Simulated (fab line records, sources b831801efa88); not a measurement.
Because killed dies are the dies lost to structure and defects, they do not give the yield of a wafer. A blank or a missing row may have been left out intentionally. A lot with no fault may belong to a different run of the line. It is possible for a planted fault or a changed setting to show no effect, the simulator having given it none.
fab line records + flow gf180mcu
record
- lots=6
- wafers=18
- lastDay=34
route steps=602 shown V5@557 TOP_METAL@567
lots that met no fault: taken from a fault-free run of the same line
startH: hours from the record's first day to the start of the lot's first wafer shown + waitH: hours since the lot's step before + " identical to the entry in the row above + L1.1+2: a row that stands for several wafers + - either no value or no given start + * or withheld: withheld + < > ~ a bound
route shown NAME@n: NAME is a module with steps in the file, n the number in the route of the first one + usual: mean and standard deviation over wafers with no fault + same: alike in all rows + chamber/n: place in a boat + sites: per-site readings + _std_site: how widely they spread, as a standard deviation + _edge_site: outer sites' mean less inner sites' + radiusMm: how far each site lies from the wafer's centre + mask NAME#n: copy n + behind: tool/chamber where the wafer was last shaped + hold: reason for holding the lot/hours on hold/outcome of the hold + device: transistor that didn't switch, given as n, p or np + end of line: the route-end tests of the same wafers + a step without rows: its recipe alone + killed: dies that structure and defects cost at the first sort, which is not the same as the wafer's yield + map: per-die view of a wafer (x killed, . not killed, _ where there is no die)
set.NAME: setting as actually run; set.NAME@STEP: the setting as run at that earlier step + model.NAME: the simulator's own value behind a step, which no gauge read
lots at some steps of the route; a table a step, a row a wafer
services: from which hour (startH, from the record's first day; less than 0 if before it) a tool's chamber was out of use, for how many hours, and why
## steps
# step GF_V5_ETCH_17
# recipe
- chemistry=C4F8/O2/Ar
- maskMaterial=KrF
- target=SiO2
- stopOn=TiN
- sourceW=1500
- biasW=1200
- pressureMtorr=40
- c4f8FlowSccm=withheld
- O2_flow_sccm=6
- Ar_flow_sccm=300
- timeS=withheld
- targetDepthA=8550
# step GF_V5_STRIP_18
# recipe
- chemistry=O2/N2
- powerW=1400
- pressureMtorr=1500
- platenTempC=250
- o2FlowSccm=3000
- n2FlowSccm=300
- overashFraction=0.5
# step GF_V5_STRIP_19
# recipe
- chemistry=postEtchResidueRemover
- timeS=1200
- tempC=72.5
# step GF_V5_CLEAN_20
# recipe
- chemistry=DIW
- dry=n2Spin
# step GF_V5_SPUTTER_21
# recipe
- material=Ti
- targetThkNm=15
- chamberPressurePa=5
- powerW=2500
- substrateTempC=200
- timeS=80.02
# usual
- cathodeDcPowerW=2500.0/0.43
- chamberPressurePa=4.998/0.0093
- throttleValvePct=30.1/0.98
| lot.wafer | tool          | chamber | startH | waitH | cathodeDcPowerW | chamberPressurePa | throttleValvePct |
|-----------|---------------|---------|--------|-------|-----------------|-------------------|------------------|
| L204.1    | pvdSputter-04 | -       | 663.01 | 0.0   | 2500.2          | 4.987             | 29.8             |
| L204.5    | "             | -       | "      | "     | 2499.8          | 5.002             | 31.5             |
| L204.6    | "             | -       | "      | "     | 2500.1          | 4.994             | 30.4             |
| L208.1    | pvdSputter-02 | -       | 694.38 | 0.0   | 2499.8          | 5.012             | 31.1             |
| L208.2    | "             | -       | "      | "     | 2500.1          | 5.001             | 29.4             |
| L208.5    | "             | -       | "      | "     | 2499.6          | 5.005             | 31.0             |
| L210.3    | pvdSputter-01 | -       | 705.63 | 0.0   | 2500.5          | 4.997             | 28.5             |
| L210.4    | "             | -       | "      | "     | 2499.9          | 4.990             | 31.0             |
| L210.5    | "             | -       | "      | "     | 2500.1          | 4.985             | 30.8             |
| L211.2    | pvdSputter-01 | -       | 709.58 | 0.0   | 2500.0          | 4.996             | 28.4             |
| L211.3    | "             | -       | "      | "     | 2500.7          | 5.013             | 30.9             |
| L211.5    | "             | -       | "      | "     | 2500.0          | 5.008             | 30.7             |
| L221.2    | pvdSputter-04 | -       | 770.64 | 0.0   | 2500.4          | 5.009             | 29.4             |
| L221.4    | "             | -       | "      | "     | 2499.5          | 5.007             | 31.2             |
| L221.6    | "             | -       | "      | "     | 2500.2          | 4.989             | 30.0             |
| L222.3    | pvdSputter-02 | -       | 776.89 | 0.0   | 2499.0          | 5.016             | 29.4             |
| L222.4    | "             | -       | "      | "     | 2500.4          | 5.014             | 29.2             |
| L222.5    | "             | -       | "      | "     | 2499.5          | 4.999             | 28.6             |
# step GF_V5_SPUTTER_22
# recipe
- material=TiN
- targetThkNm=10
- chamberPressurePa=5
- powerW=4000
- timeS=40
# step GF_V5_CVD_23
# recipe
- material=W
- targetThkNm=350
- timeS=104.9
- tempC=400
- pressureTorr=40
# usual
- heaterPowerW=867/25
| lot.wafer | tool    | chamber | startH | waitH | heaterPowerW |
|-----------|---------|---------|--------|-------|--------------|
| L204.1    | cvdW-02 | 1       | 663.11 | 0.0   | 891          |
| L204.5    | "       | 0       | "      | "     | 844          |
| L204.6    | "       | 1       | "      | "     | 862          |
| L208.1    | cvdW-02 | 0       | 694.48 | 0.0   | 839          |
| L208.2    | "       | 1       | "      | "     | 880          |
| L208.5    | "       | 1       | "      | "     | 893          |
| L210.3    | cvdW-02 | 1       | 705.77 | 0.1   | 875          |
| L210.4    | "       | 0       | "      | "     | 815          |
| L210.5    | "       | 0       | "      | "     | 825          |
| L211.2    | cvdW-02 | 1       | 709.68 | 0.0   | 888          |
| L211.3    | "       | 1       | "      | "     | 884          |
| L211.5    | "       | 0       | "      | "     | 845          |
| L221.2    | cvdW-02 | 0       | 770.74 | 0.0   | 830          |
| L221.4    | "       | 0       | "      | "     | 826          |
| L221.6    | "       | 0       | "      | "     | 836          |
| L222.3    | cvdW-01 | 0       | 777.03 | 0.1   | 900          |
| L222.4    | "       | 1       | "      | "     | 875          |
| L222.5    | "       | 0       | "      | "     | 862          |
# step GF_V5_RS_MEAS_24
# recipe
- thkMeasGauge=four-point-probe
- reads=W_of_V5_CVD_23+TiN_of_V5_SPUTTER_22+Ti_of_V5_SPUTTER_21
# usual
- V5_W_RS=0.327/0.003
| lot.wafer | tool         | chamber | startH | waitH | V5_W_RS[ohm/sq] |
|-----------|--------------|---------|--------|-------|-----------------|
| L204.1    | filmMetro-02 | -       | 663.22 | 0.1   | 0.327           |
| L204.5    | "            | -       | "      | "     | 0.325           |
| L204.6    | "            | -       | "      | "     | 0.328           |
| L208.1    | filmMetro-02 | -       | 694.59 | 0.1   | 0.330           |
| L208.2    | "            | -       | "      | "     | 0.331           |
| L208.5    | "            | -       | "      | "     | 0.330           |
| L210.3    | filmMetro-02 | -       | 705.88 | 0.1   | 0.327           |
| L210.4    | "            | -       | "      | "     | 0.325           |
| L210.5    | "            | -       | "      | "     | 0.325           |
| L211.2    | filmMetro-02 | -       | 709.81 | 0.1   | 0.329           |
| L211.3    | "            | -       | "      | "     | 0.327           |
| L211.5    | "            | -       | "      | "     | 0.325           |
| L221.2    | filmMetro-04 | -       | 770.87 | 0.1   | 0.329           |
| L221.4    | "            | -       | "      | "     | 0.328           |
| L221.6    | "            | -       | "      | "     | 0.323           |
| L222.3    | filmMetro-01 | -       | 777.14 | 0.1   | 0.322           |
| L222.4    | "            | -       | "      | "     | 0.324           |
| L222.5    | "            | -       | "      | "     | 0.322           |
# step GF_V5_THK_MEAS_25
# recipe
- thkMeasGauge=xrf
- reads=W_of_V5_CVD_23
# usual
- V5_W_THK=351/4.8
| lot.wafer | tool         | chamber | startH | waitH | V5_W_THK[nm] |
|-----------|--------------|---------|--------|-------|--------------|
| L204.1    | filmMetro-02 | -       | 663.34 | 0.1   | 350          |
| L204.5    | "            | -       | "      | "     | 354          |
| L204.6    | "            | -       | "      | "     | 351          |
| L208.1    | filmMetro-02 | -       | 694.71 | 0.1   | 340          |
| L208.2    | "            | -       | "      | "     | 340          |
| L208.5    | "            | -       | "      | "     | 339          |
| L210.3    | filmMetro-02 | -       | 705.98 | 0.1   | 347          |
| L210.4    | "            | -       | "      | "     | 351          |
| L210.5    | "            | -       | "      | "     | 350          |
| L211.2    | filmMetro-02 | -       | 709.92 | 0.1   | 346          |
| L211.3    | "            | -       | "      | "     | 346          |
| L211.5    | "            | -       | "      | "     | 351          |
| L221.2    | filmMetro-04 | -       | 770.98 | 0.1   | 352          |
| L221.4    | "            | -       | "      | "     | 352          |
| L221.6    | "            | -       | "      | "     | 356          |
| L222.3    | filmMetro-01 | -       | 777.24 | 0.1   | 357          |
| L222.4    | "            | -       | "      | "     | 354          |
| L222.5    | "            | -       | "      | "     | 359          |
# step GF_V5_CMP_26
# recipe
- stopOn=SiO2
- downForcePsi=3.5
- platenRpm=60
- tOverpolishS=15
- targetThkNm=0
- padVelocityMS=0.94248
# step GF_TOP_METAL_SPUTTER_00
# recipe
- material=Ti
- targetThkNm=37.5
- arrivingIonEnergyEv=80
- substrateTempC=200
- chamberPressurePa=2
- powerW=4000
- timeS=150
# step GF_TOP_METAL_SPUTTER_01
# recipe
- material=TiN
- targetThkNm=30
- powerW=6500
- timeS=25
- chamberPressurePa=0.4
# usual
- cathodeDcPowerW=6500.0/1.3
- chamberPressurePa=0.4000/0.00083
- throttleValvePct=30.0/1.1
| lot.wafer | tool          | chamber | startH | waitH | cathodeDcPowerW | chamberPressurePa | throttleValvePct |
|-----------|---------------|---------|--------|-------|-----------------|-------------------|------------------|
| L204.1    | pvdSputter-02 | -       | 663.80 | 0.1   | 6499.5          | 0.3981            | 29.1             |
| L204.5    | "             | -       | "      | "     | 6500.0          | 0.4022            | 28.6             |
| L204.6    | "             | -       | "      | "     | 6499.5          | 0.4003            | 31.0             |
| L208.1    | pvdSputter-01 | -       | 695.17 | 0.1   | 6500.1          | 0.4000            | 31.1             |
| L208.2    | "             | -       | "      | "     | 6499.3          | 0.4010            | 31.0             |
| L208.5    | "             | -       | "      | "     | 6501.0          | 0.4001            | 30.7             |
| L210.3    | pvdSputter-01 | -       | 706.42 | 0.1   | 6498.0          | 0.3999            | 30.0             |
| L210.4    | "             | -       | "      | "     | 6498.2          | 0.4001            | 30.9             |
| L210.5    | "             | -       | "      | "     | 6498.1          | 0.4014            | 30.8             |
| L211.2    | pvdSputter-03 | -       | 710.37 | 0.1   | 6496.9          | 0.3998            | 28.1             |
| L211.3    | "             | -       | "      | "     | 6498.2          | 0.3995            | 31.0             |
| L211.5    | "             | -       | "      | "     | 6499.7          | 0.3996            | 31.3             |
| L221.2    | pvdSputter-03 | -       | 771.43 | 0.1   | 6499.4          | 0.3993            | 31.3             |
| L221.4    | "             | -       | "      | "     | 6501.1          | 0.4001            | 31.4             |
| L221.6    | "             | -       | "      | "     | 6501.2          | 0.4008            | 28.0             |
| L222.3    | pvdSputter-01 | -       | 777.68 | 0.1   | 6499.6          | 0.4001            | 29.8             |
| L222.4    | "             | -       | "      | "     | 6498.9          | 0.3991            | 31.2             |
| L222.5    | "             | -       | "      | "     | 6498.9          | 0.3997            | 29.8             |
# step GF_TOP_METAL_SPUTTER_02
# recipe
- material=AlCu
- targetThkNm=900
- powerW=10600
- chamberPressurePa=0.3
- substrateTempC=250
- gas=Ar
- timeS=47.82
# usual
- cathodeDcPowerW=10600/1.9
- chamberPressurePa=0.3000/0.00061
- throttleValvePct=30.0/1.1
| lot.wafer | tool          | chamber | startH | waitH | cathodeDcPowerW | chamberPressurePa | throttleValvePct |
|-----------|---------------|---------|--------|-------|-----------------|-------------------|------------------|
| L204.1    | pvdSputter-02 | -       | 663.83 | 0.0   | 10598           | 0.2997            | 29.5             |
| L204.5    | "             | -       | "      | "     | 10601           | 0.3003            | 28.7             |
| L204.6    | "             | -       | "      | "     | 10603           | 0.3008            | 31.4             |
| L208.1    | pvdSputter-01 | -       | 695.20 | 0.0   | 10598           | 0.2999            | 31.0             |
| L208.2    | "             | -       | "      | "     | 10598           | 0.2989            | 30.8             |
| L208.5    | "             | -       | "      | "     | 10601           | 0.2991            | 30.6             |
| L210.3    | pvdSputter-01 | -       | 706.45 | 0.0   | -               | -                 | -                |
| L210.4    | "             | -       | "      | "     | -               | -                 | -                |
| L210.5    | "             | -       | "      | "     | -               | -                 | -                |
| L211.2    | pvdSputter-03 | -       | 710.40 | 0.0   | -               | -                 | -                |
| L211.3    | "             | -       | "      | "     | -               | -                 | -                |
| L211.5    | "             | -       | "      | "     | -               | -                 | -                |
| L221.2    | pvdSputter-03 | -       | 771.46 | 0.0   | 10601           | 0.3001            | 31.1             |
| L221.4    | "             | -       | "      | "     | 10599           | 0.3002            | 31.4             |
| L221.6    | "             | -       | "      | "     | 10601           | 0.2996            | 28.1             |
| L222.3    | pvdSputter-01 | -       | 777.71 | 0.0   | 10602           | 0.3004            | 30.3             |
| L222.4    | "             | -       | "      | "     | 10601           | 0.2988            | 31.0             |
| L222.5    | "             | -       | "      | "     | 10601           | 0.2998            | 30.0             |
# step GF_TOP_METAL_SPUTTER_03
# recipe
- material=Ti
- targetThkNm=5
- substrateTempC=300
- chamberPressurePa=0.3
- powerW=3000
- timeS=3.3
# usual
- cathodeDcPowerW=3000.0/0.52
- chamberPressurePa=0.3001/0.00063
- throttleValvePct=30.0/1.1
| lot.wafer | tool          | chamber | startH | waitH | cathodeDcPowerW | chamberPressurePa | throttleValvePct |
|-----------|---------------|---------|--------|-------|-----------------|-------------------|------------------|
| L204.1    | pvdSputter-02 | -       | 663.88 | 0.0   | 3000.0          | 0.3010            | 29.4             |
| L204.5    | "             | -       | "      | "     | 2999.5          | 0.3001            | 28.7             |
| L204.6    | "             | -       | "      | "     | 3000.0          | 0.3012            | 31.3             |
| L208.1    | pvdSputter-01 | -       | 695.25 | 0.0   | 2999.4          | 0.3002            | 31.0             |
| L208.2    | "             | -       | "      | "     | 3000.3          | 0.3002            | 30.7             |
| L208.5    | "             | -       | "      | "     | 3000.1          | 0.3007            | 30.7             |
| L210.3    | pvdSputter-01 | -       | 706.50 | 0.0   | 2999.2          | 0.2999            | 29.7             |
| L210.4    | "             | -       | "      | "     | 2999.1          | 0.3003            | 31.3             |
| L210.5    | "             | -       | "      | "     | 2999.9          | 0.3008            | 31.0             |
| L211.2    | pvdSputter-03 | -       | 710.45 | 0.0   | 3000.2          | 0.3002            | 28.3             |
| L211.3    | "             | -       | "      | "     | 2999.7          | 0.2994            | 30.7             |
| L211.5    | "             | -       | "      | "     | 2999.5          | 0.2994            | 31.0             |
| L221.2    | pvdSputter-03 | -       | 771.51 | 0.0   | 2999.8          | 0.3011            | 30.9             |
| L221.4    | "             | -       | "      | "     | 2999.8          | 0.3013            | 31.4             |
| L221.6    | "             | -       | "      | "     | 3000.1          | 0.2995            | 28.0             |
| L222.3    | pvdSputter-01 | -       | 777.76 | 0.0   | 2998.9          | 0.2998            | 29.8             |
| L222.4    | "             | -       | "      | "     | 3001.3          | 0.3005            | 31.0             |
| L222.5    | "             | -       | "      | "     | 3000.4          | 0.3001            | 30.1             |
# step GF_TOP_METAL_SPUTTER_04
# recipe
- material=TiN
- targetThkNm=25
- powerW=6500
- timeS=20.8
- chamberPressurePa=0.4
# step GF_TOP_METAL_RS_MEAS_05
# recipe
- thkMeasGauge=four-point-probe
- reads=TiN_of_TOP_METAL_SPUTTER_04+Ti_of_TOP_METAL_SPUTTER_03+AlCu_of_TOP_METAL_SPUTTER_02+TiN_of_TOP_METAL_SPUTTER_01+Ti_of_TOP_METAL_SPUTTER_00
# usual
- TOP_METAL_ALCU_RS=0.03256/0.00027
| lot.wafer | tool         | chamber | startH | waitH | TOP_METAL_ALCU_RS[ohm/sq] |
|-----------|--------------|---------|--------|-------|---------------------------|
| L204.1    | filmMetro-03 | -       | 663.92 | 0.0   | 0.03254                   |
| L204.5    | "            | -       | "      | "     | 0.03247                   |
| L204.6    | "            | -       | "      | "     | 0.03256                   |
| L208.1    | filmMetro-01 | -       | 695.29 | 0.0   | 0.0325                    |
| L208.2    | "            | -       | "      | "     | 0.03233                   |
| L208.5    | "            | -       | "      | "     | 0.03225                   |
| L210.3    | filmMetro-01 | -       | 706.58 | 0.1   | 9.5979                    |
| L210.4    | "            | -       | "      | "     | 9.6528                    |
| L210.5    | "            | -       | "      | "     | 9.6643                    |
| L211.2    | filmMetro-03 | -       | 710.51 | 0.0   | 9.4602                    |
| L211.3    | "            | -       | "      | "     | 9.4717                    |
| L211.5    | "            | -       | "      | "     | 9.5437                    |
| L221.2    | filmMetro-03 | -       | 771.57 | 0.0   | 0.03279                   |
| L221.4    | "            | -       | "      | "     | 0.03298                   |
| L221.6    | "            | -       | "      | "     | 0.03284                   |
| L222.3    | filmMetro-01 | -       | 777.84 | 0.1   | 0.03255                   |
| L222.4    | "            | -       | "      | "     | 0.03273                   |
| L222.5    | "            | -       | "      | "     | 0.03277                   |
# step GF_TOP_METAL_THK_MEAS_06
# recipe
- thkMeasGauge=xrf
- reads=AlCu_of_TOP_METAL_SPUTTER_02
# usual
- TOP_METAL_ALCU_THK=898/10
| lot.wafer | tool         | chamber | startH | waitH | TOP_METAL_ALCU_THK[nm] |
|-----------|--------------|---------|--------|-------|------------------------|
| L204.1    | filmMetro-03 | -       | 664.04 | 0.1   | 899                    |
| L204.5    | "            | -       | "      | "     | 903                    |
| L204.6    | "            | -       | "      | "     | 903                    |
| L208.1    | filmMetro-01 | -       | 695.41 | 0.1   | 895                    |
| L208.2    | "            | -       | "      | "     | 894                    |
| L208.5    | "            | -       | "      | "     | 895                    |
| L210.3    | filmMetro-01 | -       | 706.68 | 0.1   | <0                     |
| L210.4    | "            | -       | "      | "     | <0                     |
| L210.5    | "            | -       | "      | "     | <0                     |
| L211.2    | filmMetro-03 | -       | 710.62 | 0.1   | <0                     |
| L211.3    | "            | -       | "      | "     | <0                     |
| L211.5    | "            | -       | "      | "     | <0                     |
| L221.2    | filmMetro-03 | -       | 771.68 | 0.1   | 896                    |
| L221.4    | "            | -       | "      | "     | 897                    |
| L221.6    | "            | -       | "      | "     | 899                    |
| L222.3    | filmMetro-01 | -       | 777.94 | 0.1   | 892                    |
| L222.4    | "            | -       | "      | "     | 892                    |
| L222.5    | "            | -       | "      | "     | 888                    |
# step GF_TOP_METAL_DEHYDRATE_07
# recipe
- tempC=200
- timeS=60
# step GF_TOP_METAL_HMDS_08
# recipe
- primeTimeS=60
- primeTempC=120
# step GF_TOP_METAL_COAT_09
# recipe
- resist=NOVOLAK
- spinRpm=3000
- resistThkNm=1500
# step GF_TOP_METAL_SOFTBAKE_10
# recipe
- tempC=90
- timeS=60
- resist=NOVOLAK
# step GF_TOP_METAL_EXPOSE_11
# recipe
- maskId=MetalTop
- targetCdNm=440
- na=0.6
- sourceShape=conventional
- sigmaOuter=0.6
- doseMj=171.3
# step GF_TOP_METAL_PEB_12
# recipe
- tempC=withheld
- timeS=*
- resist=NOVOLAK
# step GF_TOP_METAL_DEVELOP_13
# recipe
- developTimeS=60
- devTempC=23
# step GF_TOP_METAL_CD_MEAS_14
# recipe
- targetCdNm=440
# usual
- cdNm=439.7/2.1
| lot.wafer | tool     | chamber | startH | waitH | cdNm  |
|-----------|----------|---------|--------|-------|-------|
| L204.1    | cdSem-02 | -       | 682.72 | 0.1   | 437.7 |
| L204.5    | "        | -       | "      | "     | 439.4 |
| L204.6    | "        | -       | "      | "     | 438.6 |
| L208.1    | cdSem-02 | -       | 713.46 | 0.1   | 443.4 |
| L208.2    | "        | -       | "      | "     | 441.4 |
| L208.5    | "        | -       | "      | "     | 441.4 |
| L210.3    | cdSem-02 | -       | 724.10 | 0.1   | 440.4 |
| L210.4    | "        | -       | "      | "     | 440.8 |
| L210.5    | "        | -       | "      | "     | 440.6 |
| L211.2    | cdSem-02 | -       | 727.84 | 0.1   | 441.4 |
| L211.3    | "        | -       | "      | "     | 440.2 |
| L211.5    | "        | -       | "      | "     | 442.5 |
| L221.2    | cdSem-02 | -       | 786.86 | 0.1   | 439.5 |
| L221.4    | "        | -       | "      | "     | 434.8 |
| L221.6    | "        | -       | "      | "     | 437.7 |
| L222.3    | cdSem-01 | -       | 793.21 | 0.1   | 440.4 |
| L222.4    | "        | -       | "      | "     | 442.3 |
| L222.5    | "        | -       | "      | "     | 442.1 |
# step GF_TOP_METAL_OVL_MEAS_15
# usual
- TOP_METAL_OVL=1.1/1.6
| lot.wafer | tool       | chamber | startH | waitH | TOP_METAL_OVL[nm] |
|-----------|------------|---------|--------|-------|-------------------|
| L204.1    | overlay-01 | -       | 682.84 | 0.1   | -1.9              |
| L204.5    | "          | -       | "      | "     | -0.4              |
| L204.6    | "          | -       | "      | "     | -1.8              |
| L208.1    | overlay-01 | -       | 713.58 | 0.1   | -1.2              |
| L208.2    | "          | -       | "      | "     | 2.1               |
| L208.5    | "          | -       | "      | "     | -0.2              |
| L210.3    | overlay-02 | -       | 724.20 | 0.1   | 4.4               |
| L210.4    | "          | -       | "      | "     | 2.0               |
| L210.5    | "          | -       | "      | "     | 3.9               |
| L211.2    | overlay-01 | -       | 727.94 | 0.1   | 2.4               |
| L211.3    | "          | -       | "      | "     | 0.5               |
| L211.5    | "          | -       | "      | "     | 2.3               |
| L221.2    | overlay-01 | -       | 786.96 | 0.1   | -2.7              |
| L221.4    | "          | -       | "      | "     | -1.3              |
| L221.6    | "          | -       | "      | "     | -0.8              |
| L222.3    | overlay-01 | -       | 793.30 | 0.1   | -1.1              |
| L222.4    | "          | -       | "      | "     | 3.3               |
| L222.5    | "          | -       | "      | "     | -1.9              |
# step GF_TOP_METAL_METAL_ETCH_16
# recipe
- chemistry=Cl2/BCl3
- maskMaterial=NOVOLAK
- targetDepthNm=1077.5
- stopOn=SiO2
- pressureMtorr=8
- icpW=800
- biasW=140
- Cl2_flow_sccm=80
- bcl3FlowSccm=40
- timeS=179.6
# usual
- biasW=140.0/0.47
- drypumpMotorCurrentA=6.0/0.57
- oesProductAu=0.968/0.0063
- throttleValvePct=28.254/0.01
| lot.wafer | tool        | chamber | startH | waitH | biasW | drypumpMotorCurrentA | oesProductAu | rfHoursCounterH | throttleValvePct |
|-----------|-------------|---------|--------|-------|-------|----------------------|--------------|-----------------|------------------|
| L204.1    | rieMetal-03 | 0       | 682.87 | 0.0   | 139.7 | 5.3                  | 0.956        | 3               | 28.254           |
| L204.5    | "           | 0       | "      | "     | 140.0 | 5.3                  | 0.976        | -               | 28.263           |
| L204.6    | "           | 1       | "      | "     | 140.6 | 5.5                  | 0.958        | -               | 28.241           |
| L208.1    | rieMetal-01 | 0       | 713.62 | 0.0   | 139.7 | 6.7                  | 0.967        | 8               | 28.252           |
| L208.2    | "           | 1       | "      | "     | 139.8 | 5.8                  | 0.973        | 1               | 28.251           |
| L208.5    | "           | 0       | "      | "     | 140.6 | 6.7                  | 0.979        | -               | 28.245           |
| L210.3    | rieMetal-01 | 0       | 724.28 | 0.1   | 139.8 | 6.7                  | 0.978        | -               | 28.238           |
| L210.4    | "           | 1       | "      | "     | 140.5 | 5.8                  | 0.995        | -               | 28.225           |
| L210.5    | "           | 1       | "      | "     | 140.8 | 5.8                  | 0.994        | -               | 28.240           |
| L211.2    | rieMetal-04 | 1       | 727.97 | 0.0   | 140.0 | 5.1                  | 0.992        | 3               | 28.238           |
| L211.3    | "           | 0       | "      | "     | 140.0 | 6.3                  | 0.992        | -               | 28.230           |
| L211.5    | "           | 1       | "      | "     | 139.7 | 5.1                  | 0.986        | -               | 28.236           |
| L221.2    | rieMetal-03 | 0       | 787.05 | 0.1   | 140.1 | 5.3                  | 0.957        | -               | 28.247           |
| L221.4    | "           | 0       | "      | "     | 140.3 | 5.3                  | 0.950        | -               | 28.261           |
| L221.6    | "           | 0       | "      | "     | 140.3 | 5.3                  | 0.968        | -               | 28.266           |
| L222.3    | rieMetal-04 | 0       | 793.44 | 0.1   | 140.2 | 6.3                  | 0.968        | -               | 28.264           |
| L222.4    | "           | 0       | "      | "     | 139.8 | 6.2                  | 0.967        | -               | 28.258           |
| L222.5    | "           | 0       | "      | "     | 139.3 | 6.3                  | 0.963        | -               | 28.277           |
# step GF_TOP_METAL_STRIP_17
# recipe
- chemistry=O2/N2
- powerW=1400
- pressureMtorr=1500
- platenTempC=250
- o2FlowSccm=3000
- n2FlowSccm=300
- overashFraction=0.5
# usual
- drypumpMotorCurrentA=5.6/0.36
- heaterPowerW=305/16
- n2FlowSccm=299.7/0.89
- oesProductAu=0.711/0.0049
- stripTimeToEndpointS=13.49/0.094
| lot.wafer | tool           | chamber | startH | waitH | drypumpMotorCurrentA | heaterPowerW | n2FlowSccm | oesProductAu | rfHoursCounterH | stripTimeToEndpointS |
|-----------|----------------|---------|--------|-------|----------------------|--------------|------------|--------------|-----------------|----------------------|
| L204.1    | plasmaAsher-04 | 1       | 683.05 | 0.1   | 5.7                  | 304          | 298.9      | 0.705        | 97              | 13.48                |
| L204.5    | "              | 1       | "      | "     | 5.7                  | 300          | 299.7      | 0.709        | -               | 13.52                |
| L204.6    | "              | 0       | "      | "     | 4.9                  | 314          | 299.3      | 0.703        | -               | 13.38                |
| L208.1    | plasmaAsher-02 | 1       | 713.80 | 0.1   | 6.0                  | 292          | 299.3      | 0.711        | 59              | 13.62                |
| L208.2    | "              | 0       | "      | "     | 5.4                  | 281          | 301.0      | 0.714        | 59              | 13.52                |
| L208.5    | "              | 1       | "      | "     | 6.1                  | 292          | 299.8      | 0.707        | -               | 13.61                |
| L210.3    | plasmaAsher-03 | 1       | 724.43 | 0.1   | 5.5                  | 319          | 298.4      | 0.704        | -               | 13.60                |
| L210.4    | "              | 0       | "      | "     | 5.9                  | 303          | 299.3      | 0.707        | -               | 13.53                |
| L210.5    | "              | 1       | "      | "     | 5.5                  | 324          | 297.9      | 0.704        | -               | 13.54                |
| L211.2    | plasmaAsher-03 | 0       | 728.15 | 0.1   | 5.9                  | 296          | 299.1      | 0.710        | 109             | 13.56                |
| L211.3    | "              | 1       | "      | "     | 5.5                  | 321          | 299.6      | 0.712        | -               | 13.41                |
| L211.5    | "              | 0       | "      | "     | 5.9                  | 299          | 300.4      | 0.711        | -               | 13.54                |
| L221.2    | plasmaAsher-03 | 1       | 787.34 | 0.2   | 5.5                  | 326          | 299.2      | 0.720        | 4               | 13.55                |
| L221.4    | "              | 1       | "      | "     | 5.5                  | 326          | 299.5      | 0.711        | -               | 13.56                |
| L221.6    | "              | 0       | "      | "     | 5.9                  | 295          | 299.6      | 0.709        | -               | 13.63                |
| L222.3    | plasmaAsher-02 | 0       | 793.70 | 0.2   | 5.3                  | 288          | 300.2      | 0.710        | -               | 13.55                |
| L222.4    | "              | 1       | "      | "     | 6.1                  | 293          | 299.9      | 0.713        | -               | 13.57                |
| L222.5    | "              | 1       | "      | "     | 6.1                  | 291          | 300.0      | 0.717        | -               | 13.56                |
## services
| tool           | chamber | startH | hours | kind                  |
|----------------|---------|--------|-------|-----------------------|
| rieMetal-04    | -       | 642.00 | 0.9   | repair                |
| plasmaAsher-02 | -       | 643.42 | 0.5   | repair                |
| plasmaAsher-03 | -       | 657.16 | 2.8   | pm                    |
| pvdSputter-04  | -       | 669.01 | 2.0   | repair                |
| plasmaAsher-03 | -       | 684.96 | 3.8   | repair                |
| cvdW-02        | -       | 686.18 | 1.5   | repair                |
| pvdSputter-02  | -       | 710.50 | 2.0   | repair                |
| pvdSputter-02  | -       | 718.60 | 7.7   | repair                |
| cvdW-02        | -       | 725.11 | 2.8   | pm                    |
| pvdSputter-01  | 2       | 727.32 | -     | consumableReplace:kit |
| pvdSputter-01  | 2       | 727.32 | 18.0  | scheduledDown         |
| pvdSputter-01  | 2       | 727.32 | 18.0  | ventCycle             |
| plasmaAsher-03 | -       | 733.75 | 9.0   | pm                    |
| rieMetal-01    | 0       | 733.95 | 2.2   | repair                |
| pvdSputter-03  | 1       | 738.44 | -     | consumableReplace:kit |
| pvdSputter-03  | 1       | 738.44 | 18.0  | scheduledDown         |
| pvdSputter-03  | 1       | 738.44 | 18.0  | ventCycle             |
| plasmaAsher-03 | -       | 742.38 | 5.5   | repair                |
| plasmaAsher-02 | -       | 750.26 | 3.0   | repair                |
| plasmaAsher-02 | -       | 763.68 | 7.7   | repair                |
| rieMetal-03    | 1       | 774.56 | 13.0  | repair                |
| cvdW-02        | 0       | 777.07 | 6.8   | repair                |
| rieMetal-04    | 1       | 777.28 | 21.7  | repair                |
| plasmaAsher-03 | -       | 787.54 | 1.6   | repair                |
## key
firstSign
- step=GF_TOP_METAL_SPUTTER_02
- reading=toolRecord
- direction=missing
effect
- step=GF_TOP_METAL_RS_MEAS_05
- reading=TOP_METAL_ALCU_RS
- direction=up
- sigmas=99+
- usual=0.03256
- struck=9.5651
effect
- step=GF_TOP_METAL_THK_MEAS_06
- reading=TOP_METAL_ALCU_THK
- direction=down
- sigmas=89
- usual=898
- struck=<0
effect
- step=GF_TOP_METAL_METAL_ETCH_16
- reading=oesProductAu
- direction=up
- sigmas=3.4
- usual=0.968
- struck=0.989
metAt GF_TOP_METAL_SPUTTER_02
struckWafers L210.3,L210.4,L210.5,L211.2,L211.3,L211.5
laterRowsLeftOut L210.3,L210.4,L210.5,L211.2,L211.3,L211.5
sortLeftOut L210.3,L210.4,L210.5,L211.2,L211.3,L211.5
onsetBetween 695.20 706.45
fault
- kind=skippedStepWhole
- tool=pvdSputter-01,pvdSputter-03
- chamber=-
- onsetH=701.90
- steps=GF_TOP_METAL_SPUTTER_02
- scope=struckLotsOnly
# sortLeftOut: the simulated sort isn't trusted on such a fault, so these wafers' sort isn't shown, and their yield isn't known
# laterRowsLeftOut: the simulator's readings of these wafers behind a module that went badly wrong aren't trusted and aren't shown, but for the sort
